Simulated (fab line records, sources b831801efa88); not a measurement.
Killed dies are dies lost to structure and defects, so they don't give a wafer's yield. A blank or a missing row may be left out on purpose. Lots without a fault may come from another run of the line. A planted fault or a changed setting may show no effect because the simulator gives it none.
Split-lot experiment | flow sky130 | 5 lots, 23 wafers read, on a route of 708 steps

THE SPLIT
At SKY_GATE_OXIDE_OXIDATION_16 (stabilise 600 s, purge 300 s, target thk 3.57 nm), the setting ox_time_s was moved away from the recipe's 1915 s on 15 of the 23 wafers read, by -14.7% to +14.5%. The other wafers ran this setting at the recipe's value.

The reading is taken at the split's own step.

THE READING
SiO2_of_GATE_OXIDE_OXIDATION_01.thk_nm (the simulator's own value, which no gauge read), in nm, at SKY_GATE_OXIDE_OXIDATION_16 (stabilise 600 s, purge 300 s, target thk 3.57 nm). The file gives no usual value for it. The 8 wafers here that ran the recipe average 11.63 nm, standard deviation 0.063 nm.

wafer  | tool, chamber at the split | ox_time_s as run, s | against the recipe | SiO2_of_GATE_OXIDE_OXIDATION_01.thk_nm, nm | against lot-mates on the recipe
L075.1 | -, -                       | 2192                | +14.5%             | 11.91                                      | no lot-mate on the recipe
L075.2 | -, -                       | 2192                | +14.5%             | 12.01                                      | no lot-mate on the recipe
L075.3 | -, -                       | 2192                | +14.5%             | 11.96                                      | no lot-mate on the recipe
L075.4 | -, -                       | 2192                | +14.5%             | 11.99                                      | no lot-mate on the recipe
L075.6 | -, -                       | 2192                | +14.5%             | 11.99                                      | no lot-mate on the recipe
L078.1 | -, -                       | 1915                | recipe             | 11.58                                      | -
L078.2 | -, -                       | 1915                | recipe             | 11.62                                      | -
L078.3 | -, -                       | 1915                | recipe             | 11.59                                      | -
L078.4 | -, -                       | 1915                | recipe             | 11.61                                      | -
L078.6 | -, -                       | 1915                | recipe             | 11.53                                      | -
L079.2 | -, -                       | 1634                | -14.7%             | 11.37                                      | no lot-mate on the recipe
L079.3 | -, -                       | 1634                | -14.7%             | 11.36                                      | no lot-mate on the recipe
L079.6 | -, -                       | 1634                | -14.7%             | 11.36                                      | no lot-mate on the recipe
L079.4 | -, -                       | 1634                | -14.7%             | 11.44                                      | no lot-mate on the recipe
L079.5 | -, -                       | 1634                | -14.7%             | 11.51                                      | no lot-mate on the recipe
L080.1 | furnace-02, 0              | 1915                | recipe             | 11.73                                      | -
L080.5 | furnace-02, 0              | 1915                | recipe             | 11.71                                      | -
L080.6 | furnace-02, 0              | 1915                | recipe             | 11.66                                      | -
L081.1 | -, -                       | 1823                | -4.8%              | 11.64                                      | no lot-mate on the recipe
L081.2 | -, -                       | 1823                | -4.8%              | 11.64                                      | no lot-mate on the recipe
L081.4 | -, -                       | 1823                | -4.8%              | 11.62                                      | no lot-mate on the recipe
L081.5 | -, -                       | 1823                | -4.8%              | 11.44                                      | no lot-mate on the recipe
L081.6 | -, -                       | 1823                | -4.8%              | 11.63                                      | no lot-mate on the recipe

THE FIT
A straight line over all 23 wafers: SiO2_of_GATE_OXIDE_OXIDATION_01.thk_nm changes by +0.0191 nm for each +1% of ox_time_s; r = +0.94; the points scatter about the line by 0.071 nm.
Too few moved wafers have a lot-mate on the recipe to fit a line with each lot's own level taken away.

THE FILE'S OWN FIT
SiO2_of_GATE_OXIDE_OXIDATION_01.thk_nm changes by +0.0191 nm for each +1% of ox_time_s, r = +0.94.
